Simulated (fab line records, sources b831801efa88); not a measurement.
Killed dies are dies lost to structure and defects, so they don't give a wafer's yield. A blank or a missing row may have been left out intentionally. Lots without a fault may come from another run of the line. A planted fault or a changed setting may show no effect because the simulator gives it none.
Matching of chambers + flow gf180mcu + cmp-01 running GF_CONTACT_CMP_04: 4 sister chambers
The step polishes SiO2. 14 wafers are shown with their chamber, then 7 later ones without.

EACH WAFER AND ITS CHAMBER
| wafer  | chamber | motor current A (A) | time to endpoint s (s) | head pressure psi (psi) |
|--------|---------|---------------------|------------------------|-------------------------|
| L465.3 | 0       | 10.8                | 112                    | 4.011                   |
| L465.4 | 2       | 10.6                | 111                    | 4.000                   |
| L465.5 | 1       | 11.1                | 116                    | 4.006                   |
| L469.2 | 2       | 10.5                | 105                    | 3.988                   |
| L469.3 | 1       | 11.6                | 117                    | 4.002                   |
| L469.5 | 0       | 10.0                | 113                    | 3.986                   |
| L473.1 | 3       | 12.6                | 107                    | 4.006                   |
| L473.4 | 1       | 12.1                | 121                    | 4.008                   |
| L473.6 | 1       | 11.9                | 124                    | 4.007                   |
| L475.1 | 0       | 10.2                | 109                    | 3.998                   |
| L475.5 | 1       | 11.3                | 114                    | 3.990                   |
| L475.6 | 2       | 10.0                | 114                    | 4.000                   |
| L481.4 | 0       | 10.8                | 107                    | 4.004                   |
| L481.5 | 1       | 11.9                | 116                    | 4.000                   |

SIGNATURES (means of the wafers above)
| reading            | chamber 0 | chamber 1 | chamber 2 | chamber 3 | scatter within a chamber |
|--------------------|-----------|-----------|-----------|-----------|--------------------------|
| motor current A    | 10.450    | 11.650    | 10.367    | 12.600    | 0.384                    |
| time to endpoint s | 110.25    | 118.00    | 110.00    | 107.00    | 3.67                     |
| head pressure psi  | 3.99975   | 4.00217   | 3.99600   | 4.00600   | 0.00811                  |
Rule: a wafer lies at a distance from a chamber equal to the root of the sum of squares, over the readings, of (its reading less the chamber's mean, divided by the reading's scatter). The wafer belongs to the nearest chamber; if the next one is less than 2 further off, it can't be placed. The scatter: take each reading less its chamber's mean, square it, sum over the shown wafers, divide by the number of wafers less the number of chambers, and take the root.

WAFERS WITH NO CHAMBER GIVEN
| wafer  | motor current A (A) | time to endpoint s (s) | head pressure psi (psi) |
|--------|---------------------|------------------------|-------------------------|
| L481.6 | 10.7                | 111                    | 3.995                   |
| L483.3 | 11.7                | 119                    | 4.009                   |
| L483.4 | 10.5                | 120                    | 4.012                   |
| L483.5 | 10.9                | 126                    | 4.013                   |
| L487.2 | 12.0                | 119                    | 4.000                   |
| L487.5 | 10.5                | 118                    | 4.008                   |
| L487.6 | 13.1                | 124                    | 4.019                   |

EACH ONE'S CHAMBER
| wafer  | from the rows above          | in truth                   |
|--------|------------------------------|----------------------------|
| L481.6 | can't be placed: 0 or 2      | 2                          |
| L483.3 | 1                            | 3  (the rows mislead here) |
| L483.4 | can't be placed: 0 or 1 or 2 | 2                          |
| L483.5 | can't be placed: 1 or 0 or 2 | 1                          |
| L487.2 | 1                            | 1                          |
| L487.5 | can't be placed: 0 or 2 or 1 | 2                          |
| L487.6 | can't be placed: 1 or 3      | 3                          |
Correctly placed: 1 of 7. Not placeable from these rows: 5 (in 5, the candidates include the true chamber). 1 placed wrongly.
